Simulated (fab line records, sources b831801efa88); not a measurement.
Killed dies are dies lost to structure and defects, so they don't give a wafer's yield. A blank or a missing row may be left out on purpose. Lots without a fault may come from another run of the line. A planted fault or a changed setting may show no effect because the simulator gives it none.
A struck lot beside a sound one | flow sky130 | 17 steps out of a route of 708
Sound: wafers L932.1, L932.3, L932.6. Struck: wafers L949.1, L949.4, L949.5. The cause comes at the end.
At each step with rows: each side's tool, then ch and its chambers, then its first start. Under that, the readings that differ: sound wafers | struck wafers | difference of the means | sigmas: that difference in standard deviations of wafers without a fault.
alike: readings whose means differ by less than 2 such deviations, and words and numbers that are the same on both sides. not compared: withheld readings, readings that some wafer has no value for, bounds like >300 that may hide the same value, and numbers for which the record gives no deviation and whose values overlap.
The two part at a step that has a row with sigmas, a row that says differs or no value, or rows on one side only. Numbers that don't overlap but have no deviation are shown without sigmas and don't part them. A reading that every wafer of one side lacks parts them only if that side has two wafers or more.

SKY_LOCAL_INTERCONNECT_RS_MEAS_01: measures by four-point-probe.
  sound on film_metro-03, day 29 02:16; struck on film_metro-03, day 34 20:14
  alike: LOCAL_INTERCONNECT_TIN_RS
SKY_LOCAL_INTERCONNECT_THK_MEAS_02: measures by xrf.
  sound on film_metro-03, day 29 02:23; struck on film_metro-03, day 34 20:21
  alike: LOCAL_INTERCONNECT_TIN_THK
then, 8 steps without rows for these wafers: SKY_LOCAL_INTERCONNECT_DEHYDRATE_03 (time 60 s); SKY_LOCAL_INTERCONNECT_HMDS_04 (prime time 60 s); SKY_LOCAL_INTERCONNECT_COAT_05 (resist thk 60 nm); SKY_LOCAL_INTERCONNECT_COAT_06 (resist thk 450 nm); SKY_LOCAL_INTERCONNECT_SOFTBAKE_07 (time 90 s); SKY_LOCAL_INTERCONNECT_EXPOSE_08 (exposes mask LI1M, target cd 170 nm); SKY_LOCAL_INTERCONNECT_PEB_09; SKY_LOCAL_INTERCONNECT_DEVELOP_10 (develop time 60 s).
SKY_LOCAL_INTERCONNECT_CD_MEAS_11: target cd 170 nm.
  sound on cd_sem-02, day 30 06:33; struck on cd_sem-01, day 35 22:45
  reading    | sound             | struck            | difference | sigmas
  cd_nm (nm) | 168.2 168.0 168.2 | 171.9 172.4 174.8 | +4.9       | +2
SKY_LOCAL_INTERCONNECT_OVL_MEAS_12:
  sound on overlay-01, day 30 06:40; struck on overlay-02, day 35 22:52
  alike: LOCAL_INTERCONNECT_OVL
SKY_LOCAL_INTERCONNECT_ETCH_13: etches BARC in N2/H2, stops on SiO2, time 45.9 s, target depth 60 nm.
  sound on rie_metal-04 ch 0, day 30 06:43; struck on rie_metal-02 ch 0,1, day 35 22:55
  no value came back on the struck wafers for any of 5 readings (bias_w (W), chamber_pressure_mTorr (mTorr) and others); on the sound wafers bias_w (W) reads 99.22 99.82 99.78
  reading                                                   | sound             | struck            | difference | sigmas
  model.KrF-thick_of_LOCAL_INTERCONNECT_COAT_06.thk_nm (nm) | 394.5 394.8 392.6 | 433.8 434.4 435.1 | +40.5      |
  not compared: rf_hours_counter_h
SKY_LOCAL_INTERCONNECT_METAL_ETCH_14: etches TiN in Cl2/BCl3, stops on PSG, target depth 110 nm, time 31.4 s.
  sound on rie_metal-04 ch 0, day 30 06:50; struck on rie_metal-02 ch 0,1, day 35 22:58
  reading                                                   | sound                | struck               | difference | sigmas
  oes_product_au (a.u.)                                     | 0.936 0.941 0.947    | 0.380 0.374 0.375    | -0.565     | -75
  throttle_valve_pct (%)                                    | 21.907 21.888 21.909 | 22.261 22.253 22.252 | +0.354     | +37
  model.KrF-thick_of_LOCAL_INTERCONNECT_COAT_06.thk_nm (nm) | 350.7 351.3 349      | 389.3 391.5 390.3    | +40.0      |
  alike: bcl3_flow_sccm, bias_w, drypump_motor_current_A, mfc_cl2_sccm
  not compared: rf_hours_counter_h
SKY_LOCAL_INTERCONNECT_STRIP_15: strips in O2/N2.
  sound on plasma_asher-03 ch 0,1, day 30 06:56; struck on plasma_asher-03 ch 0,1, day 35 23:01
  reading                      | sound             | struck            | difference | sigmas
  oes_product_au (a.u.)        | 0.427 0.427 0.426 | 0.442 0.445 0.444 | +0.017     | +4
  strip_time_to_endpoint_s (s) | 4.743 4.748 4.735 | 5.126 5.161 5.127 | +0.396     | +21
  alike: drypump_motor_current_A
  not compared: rf_hours_counter_h
then, 1 step without rows for these wafers: SKY_LOCAL_INTERCONNECT_STRIP_16 (strips in post etch residue remover, time 1200 s).
-- the record jumps here: 14 days lie between the struck wafers' starts before and after (it left off in module LOCAL_INTERCONNECT and takes up again in module PAD_OPEN, whose first step shown is number 708 of the route) --
SKY_PAD_OPEN_PROBE_99:
  sound on prober-01, day 45 22:00; struck on prober-02, day 50 01:05
  reading            | sound    | struck      | difference | sigmas
  killed_at_M0_to_M3 | 51 32 40 | 203 220 217 | +172       | +22
  killed_at_M4_up    | 0 2 4    | 54 57 44    | +50        | +28
  killed_at_contacts | 21 21 16 | 171 148 152 | +138       | +25
  killed_at_other    | 0 0 0    | 53 56 60    | +56        | +99 or more
  killed_dies        | 85 73 72 | 492 492 492 | +415       | +38
  killed_on_rim      | 10 10 10 | 96 96 96    | +86        | +21
  alike: killed_at_front_end, killed_open, killed_short

WHERE THEY PART
First at SKY_LOCAL_INTERCONNECT_CD_MEAS_11; last, within this record, at SKY_PAD_OPEN_PROBE_99.

WHY: what the simulator had put in
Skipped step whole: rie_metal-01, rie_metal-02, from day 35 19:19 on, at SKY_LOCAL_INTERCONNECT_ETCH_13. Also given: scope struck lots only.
